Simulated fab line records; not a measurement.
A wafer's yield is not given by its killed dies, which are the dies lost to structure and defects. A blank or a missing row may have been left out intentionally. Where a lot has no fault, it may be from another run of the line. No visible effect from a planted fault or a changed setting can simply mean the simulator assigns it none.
fab line records	flow sky130
[record] lots = 12	wafers = 36	last-day = 50
route steps=708 shown FIELD_ISO@26 VT_ADJUST_HVTR@139 SONOS_ONO@172
lots that met no fault: from a run of the same line without faults
start-h: hours from the record's first day to the start of the lot's first wafer shown	wait-h: time in hours since the lot's previous step	" the same as in the row above	L1.1+2: a single row standing in for several wafers	- no value, or no start was given	* or withheld: withheld	< > ~ a bound
route shown NAME@n: a module of which the file shows steps, and the number in the route of the first	usual: mean/standard deviation of fault-free wafers	same: alike in all rows	chamber/n: place in a boat	sites: the reading at each site	_std_site: the values' standard deviation	_edge_site: mean of outer sites minus mean of inner sites	radius-mm: for every site, how far away it sits from the centre of the wafer	mask NAME#n: copy n	behind: the tool/chamber that last shaped the wafer	hold: why the lot was held/for how many hours/how that ended	device: whichever transistor did not switch (one of n, p or np)	end of line: the same wafers' tests at the end of the route	where a step has no rows: the recipe by itself	killed: at the first sort, the dies lost to defects and structure; wafer yield is something else	map: dies across one wafer; x = killed, . = not, _ = none there
set.NAME: the run value of the setting; set.NAME@STEP: its run value at that earlier step	model.NAME: the simulator's own value behind a step, which no gauge read
one table for each step of the route and one row for each wafer, over a sample of lots
services: the hour from which a tool's chamber was out of use, counted from the record's first day as start-h (under 0 if before that day), plus the number of hours and why
[[steps]]
[step SKY_FIELD_ISO_THK_MEAS_25]
[recipe] reads = SiO2_of_FIELD_ISO_CVD_24
[usual] FIELD_ISO_CVD_24_THK = 594/10
lot.wafer	tool	chamber	start-h	wait-h	FIELD_ISO_CVD_24_THK[nm]
L552.1	film-metro-04	-	35.43	0.0	590
L552.3	"	-	"	"	596
L552.6	"	-	"	"	599
L553.1	film-metro-04	-	39.36	0.0	595
L553.4	"	-	"	"	586
L553.5	"	-	"	"	594
L554.1	film-metro-04	-	40.53	0.0	587
L554.4	"	-	"	"	606
L554.6	"	-	"	"	607
L555.4	film-metro-01	-	48.52	0.0	609
L555.5	"	-	"	"	598
L555.6	"	-	"	"	610
L556.1	film-metro-04	-	54.50	0.0	595
L556.3	"	-	"	"	600
L556.6	"	-	"	"	593
L557.1	film-metro-03	-	59.01	0.0	603
L557.3	"	-	"	"	603
L557.5	"	-	"	"	593
L567.1	film-metro-03	-	110.28	0.0	590
L567.2	"	-	"	"	598
L567.4	"	-	"	"	606
L568.1	film-metro-04	-	116.39	0.0	583
L568.4	"	-	"	"	586
L568.6	"	-	"	"	598
L569.2	film-metro-04	-	119.93	0.1	604
L569.5	"	-	"	"	600
L569.6	"	-	"	"	580
L570.2	film-metro-03	-	123.16	0.0	581
L570.3	"	-	"	"	584
L570.4	"	-	"	"	589
L574.2	film-metro-01	-	145.07	0.0	581
L574.4	"	-	"	"	593
L574.6	"	-	"	"	571
L575.4	film-metro-04	-	151.17	0.0	611
L575.5	"	-	"	"	606
L575.6	"	-	"	"	588
[step SKY_VT_ADJUST_HVTR_OVL_MEAS_08]
[usual] VT_ADJUST_HVTR_OVL = 0.1/1.1
lot.wafer	tool	chamber	start-h	wait-h	VT_ADJUST_HVTR_OVL[nm]
L552.1	overlay-02	-	208.18	0.1	-0.2
L552.3	"	-	"	"	-0.5
L552.6	"	-	"	"	0.4
L553.1	overlay-02	-	215.22	0.1	0.3
L553.4	"	-	"	"	-0.7
L553.5	"	-	"	"	-0.5
L554.1	overlay-01	-	234.38	0.1	-1.3
L554.4	"	-	"	"	-2.4
L554.6	"	-	"	"	-1.3
L555.4	overlay-02	-	234.71	0.1	-0.2
L555.5	"	-	"	"	0.5
L555.6	"	-	"	"	-0.4
L556.1	overlay-01	-	235.93	0.1	-0.6
L556.3	"	-	"	"	1.0
L556.6	"	-	"	"	0.2
L557.1	overlay-01	-	252.66	0.1	1.1
L557.3	"	-	"	"	1.6
L557.5	"	-	"	"	1.5
L567.1	overlay-01	-	316.78	0.1	-0.9
L567.2	"	-	"	"	-1.9
L567.4	"	-	"	"	0.8
L568.1	overlay-01	-	324.56	0.1	1.3
L568.4	"	-	"	"	0.0
L568.6	"	-	"	"	0.6
L569.2	overlay-01	-	332.61	0.1	-0.8
L569.5	"	-	"	"	-1.9
L569.6	"	-	"	"	0.3
L570.2	overlay-02	-	335.76	0.1	0.5
L570.3	"	-	"	"	0.6
L570.4	"	-	"	"	1.0
L574.2	overlay-02	-	365.63	0.1	1.3
L574.4	"	-	"	"	-0.6
L574.6	"	-	"	"	-1.4
L575.4	overlay-02	-	373.82	0.1	-0.7
L575.5	"	-	"	"	0.2
L575.6	"	-	"	"	0.4
[step SKY_SONOS_ONO_CVD_04]
[recipe] material = SiO2	precursor = SiH4/N2O	target-thk-nm = 5.7199	temp-c = 900	pressure-mtorr = 400
[usual] spike-tc-bottom-C = 912.6/1.2	spike-tc-centre-C = 900.4/1.1	spike-tc-lower-C = 901.0/1.6	spike-tc-top-C = 907.4/1.7	spike-tc-upper-C = 899.6/1.3	susceptor-temp-C = 899.9/0.34	zone-power-lower-pct = 16.44/0.19	zone-power-upper-pct = 16.67/0.25
lot.wafer	tool	chamber	start-h	wait-h	spike-tc-bottom-C	spike-tc-centre-C	spike-tc-lower-C	spike-tc-top-C	spike-tc-upper-C	susceptor-temp-C	zone-power-lower-pct	zone-power-upper-pct
L552.1	lpcvd-03	1	260.54	3.0	911.3	899.2	903.0	908.2	901.1	900.0	16.28	16.79
L552.3	"	1	"	"	913.0	898.3	901.6	909.4	900.3	899.6	16.33	16.92
L552.6	"	1	"	"	912.9	899.9	901.5	909.5	900.0	899.8	16.11	16.95
L553.1	lpcvd-03	1	267.37	0.1	910.1	899.9	903.8	909.5	900.4	900.4	16.54	16.97
L553.4	"	1	"	"	913.8	901.8	900.7	907.1	901.7	900.0	16.55	16.93
L553.5	"	1	"	"	912.5	899.4	902.5	912.1	900.6	899.9	16.30	16.84
L554.1	lpcvd-03	0	286.25	0.1	913.4	899.7	900.3	903.3	898.0	900.1	16.59	16.30
L554.4	"	0	"	"	912.3	901.8	902.0	904.8	897.4	899.8	16.53	16.44
L554.6	"	0	"	"	911.5	902.5	901.3	907.6	897.4	900.2	16.46	16.49
L555.4	lpcvd-03	1	286.25	0.0	913.4	899.3	903.8	908.2	899.3	899.4	16.04	16.88
L555.5	"	1	"	"	911.2	899.0	902.2	907.5	899.1	899.7	16.24	16.69
L555.6	"	1	"	"	911.8	899.9	902.7	906.3	899.6	899.8	16.26	16.72
L556.1	lpcvd-03	0	290.05	0.1	945.2	933.2	930.3	937.8	930.9	930.8	17.72	17.80
L556.3	"	0	"	"	943.6	932.9	931.2	937.6	930.7	931.0	17.77	18.01
L556.6	"	0	"	"	943.8	932.3	930.1	936.7	929.4	930.8	18.00	17.89
L557.1	lpcvd-03	0	308.27	0.1	944.1	933.1	931.0	938.7	930.8	931.2	18.00	17.97
L557.3	"	0	"	"	944.2	933.1	930.6	935.2	930.2	930.6	17.97	17.79
L557.5	"	0	"	"	945.2	932.6	930.2	937.8	931.0	931.5	17.82	17.97
L567.1	lpcvd-03	0	377.01	0.1	911.3	899.5	900.8	905.2	898.2	900.3	16.75	16.85
L567.2	"	0	"	"	914.3	900.9	899.0	906.2	895.9	899.7	16.29	16.31
L567.4	"	0	"	"	913.3	901.3	899.9	907.0	897.6	899.8	16.71	16.17
L568.1	lpcvd-03	1	384.59	0.1	910.4	898.7	902.5	909.5	898.9	900.7	16.52	16.92
L568.4	"	1	"	"	912.4	900.3	902.4	909.9	901.1	900.2	16.21	17.10
L568.6	"	1	"	"	912.9	899.1	903.8	909.1	898.9	899.8	16.23	17.02
L569.2	lpcvd-03	1	391.79	0.0	910.4	900.2	901.4	907.9	902.1	900.3	16.66	17.07
L569.5	"	1	"	"	913.1	899.8	902.2	907.9	900.5	899.9	16.35	16.78
L569.6	"	1	"	"	915.0	900.9	902.5	908.0	900.1	900.0	16.36	16.73
L570.2	lpcvd-03	1	395.76	0.0	910.7	900.8	903.1	908.3	898.8	900.1	16.55	16.62
L570.3	"	1	"	"	912.2	898.8	902.5	908.8	901.2	899.9	16.66	16.68
L570.4	"	1	"	"	912.4	899.9	901.7	909.5	903.2	899.4	16.27	16.90
L574.2	lpcvd-03	0	431.33	0.0	913.8	900.9	899.9	905.3	897.0	900.1	16.50	16.42
L574.4	"	0	"	"	912.7	901.0	897.8	904.9	897.7	899.9	16.54	16.37
L574.6	"	0	"	"	911.4	900.7	897.2	905.3	900.2	899.9	16.71	16.53
L575.4	lpcvd-03	0	437.00	0.0	913.7	900.8	900.3	906.8	898.8	899.4	16.82	16.60
L575.5	"	0	"	"	911.7	901.9	898.7	905.8	899.3	900.3	16.37	16.26
L575.6	"	0	"	"	914.1	899.6	899.2	905.9	899.9	900.4	16.43	16.58
[step SKY_SONOS_ONO_THK_MEAS_05]
[recipe] reads = SiO2_of_SONOS_ONO_CVD_04
[usual] SONOS_ONO_CVD_04_THK = 5.70/0.097
lot.wafer	tool	chamber	start-h	wait-h	hold	SONOS_ONO_CVD_04_THK[nm]
L552.1	film-metro-03	-	261.79	0.0	-	5.60
L552.3	"	-	"	"	-	5.59
L552.6	"	-	"	"	-	5.72
L553.1	film-metro-03	-	269.24	0.0	-	5.63
L553.4	"	-	"	"	-	5.61
L553.5	"	-	"	"	-	5.57
L554.1	film-metro-01	-	287.50	0.0	-	5.78
L554.4	"	-	"	"	-	5.85
L554.6	"	-	"	"	-	5.72
L555.4	film-metro-04	-	287.53	0.0	-	5.73
L555.5	"	-	"	"	-	5.65
L555.6	"	-	"	"	-	5.65
L556.1	film-metro-04	-	291.30	0.0	await-dispo/0.2h/release	9.01
L556.3	"	-	"	"	await-dispo/0.2h/release	8.96
L556.6	"	-	"	"	await-dispo/0.2h/release	8.94
L556.1	film-metro-04	-	291.52	0.2	-	9.01
L556.3	"	-	"	"	-	8.97
L556.6	"	-	"	"	-	8.92
L557.1	film-metro-03	-	309.52	0.0	await-dispo/0.2h/release	9.08
L557.3	"	-	"	"	await-dispo/0.2h/release	8.95
L557.5	"	-	"	"	await-dispo/0.2h/release	9.07
L557.1	film-metro-03	-	309.75	0.2	-	9.15
L557.3	"	-	"	"	-	8.97
L557.5	"	-	"	"	-	9.14
L567.1	film-metro-04	-	378.26	0.0	-	5.63
L567.2	"	-	"	"	-	5.65
L567.4	"	-	"	"	-	5.53
L568.1	film-metro-03	-	385.84	0.0	-	5.62
L568.4	"	-	"	"	-	5.69
L568.6	"	-	"	"	-	5.59
L569.2	film-metro-03	-	393.68	0.0	-	5.62
L569.5	"	-	"	"	-	5.76
L569.6	"	-	"	"	-	5.76
L570.2	film-metro-04	-	397.65	0.0	-	5.72
L570.3	"	-	"	"	-	5.61
L570.4	"	-	"	"	-	5.70
L574.2	film-metro-01	-	432.59	0.0	-	5.70
L574.4	"	-	"	"	-	5.68
L574.6	"	-	"	"	-	5.64
L575.4	film-metro-04	-	438.28	0.0	-	5.80
L575.5	"	-	"	"	-	5.91
L575.6	"	-	"	"	-	5.83
[step SKY_SONOS_ONO_OVL_MEAS_14]
[usual] SONOS_ONO_OVL = -0.1/1.2
lot.wafer	tool	chamber	start-h	wait-h	SONOS_ONO_OVL[nm]
L552.1	overlay-01	-	286.03	0.1	-1.5
L552.3	"	-	"	"	0.4
L552.6	"	-	"	"	-1.6
L553.1	overlay-01	-	293.79	0.1	0.5
L553.4	"	-	"	"	-1.3
L553.5	"	-	"	"	-1.4
L554.1	overlay-01	-	312.88	0.1	-0.3
L554.4	"	-	"	"	0.4
L554.6	"	-	"	"	0.7
L555.4	overlay-02	-	313.20	0.1	-1.2
L555.5	"	-	"	"	-1.9
L555.6	"	-	"	"	-0.9
L556.1	overlay-02	-	316.29	0.1	0.5
L556.3	"	-	"	"	-0.5
L556.6	"	-	"	"	1.3
L557.1	overlay-02	-	334.99	0.1	-0.8
L557.3	"	-	"	"	0.5
L557.5	"	-	"	"	1.3
L567.1	overlay-01	-	407.39	0.1	-3.7
L567.2	"	-	"	"	-1.2
L567.4	"	-	"	"	-1.5
L568.1	overlay-01	-	415.32	0.1	1.0
L568.4	"	-	"	"	-1.2
L568.6	"	-	"	"	-2.0
L569.2	overlay-01	-	423.13	0.1	0.2
L569.5	"	-	"	"	-0.3
L569.6	"	-	"	"	0.7
L570.2	overlay-01	-	427.00	0.1	0.6
L570.3	"	-	"	"	0.3
L570.4	"	-	"	"	0.2
L574.2	overlay-02	-	463.98	0.1	-1.9
L574.4	"	-	"	"	0.6
L574.6	"	-	"	"	0.4
L575.4	overlay-01	-	469.24	0.1	3.7
L575.5	"	-	"	"	3.0
L575.6	"	-	"	"	2.4
[[services]]
tool	chamber	start-h	hours	kind
lpcvd-03	-	343.70	0.9	repair
[[key]]
[first-sign] step = SKY_SONOS_ONO_CVD_04	reading = susceptor-temp-C	direction = up	sigmas = 91	usual = *	struck = *
[effect] step = SKY_SONOS_ONO_CVD_04	reading = spike-tc-centre-C	direction = up	sigmas = 31	usual = 900.4	struck = 932.9
[effect] step = SKY_SONOS_ONO_THK_MEAS_05	reading = visit	direction = added
[effect] step = SKY_SONOS_ONO_THK_MEAS_05	reading = SONOS_ONO_CVD_04_THK	direction = up	sigmas = 34	usual = 5.70	struck = 9.00
met-at SKY_SONOS_ONO_CVD_04
struck-lots L556,L557
tester-left-out L556,L557
not-acting-at SKY_FIELD_ISO_THK_MEAS_25,SKY_VT_ADJUST_HVTR_OVL_MEAS_08,SKY_SONOS_ONO_OVL_MEAS_14
onset-between 286.25 290.05
[fault] kind = process-parameter-drift	tool = lpcvd-03	chamber = -	onset-h = 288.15	steps = SKY_SONOS_ONO_CVD_04	channel = temp-c	offset = *	shape = step	end-h = 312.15	stated = *
// tester-left-out: of these lots the tester's yield and bins aren't shown, on N5 and GAA mostly nor the transistor test; their killed dies are dies lost to structure and defects alone, not to doping, threshold or leakage, so they don't give the yield
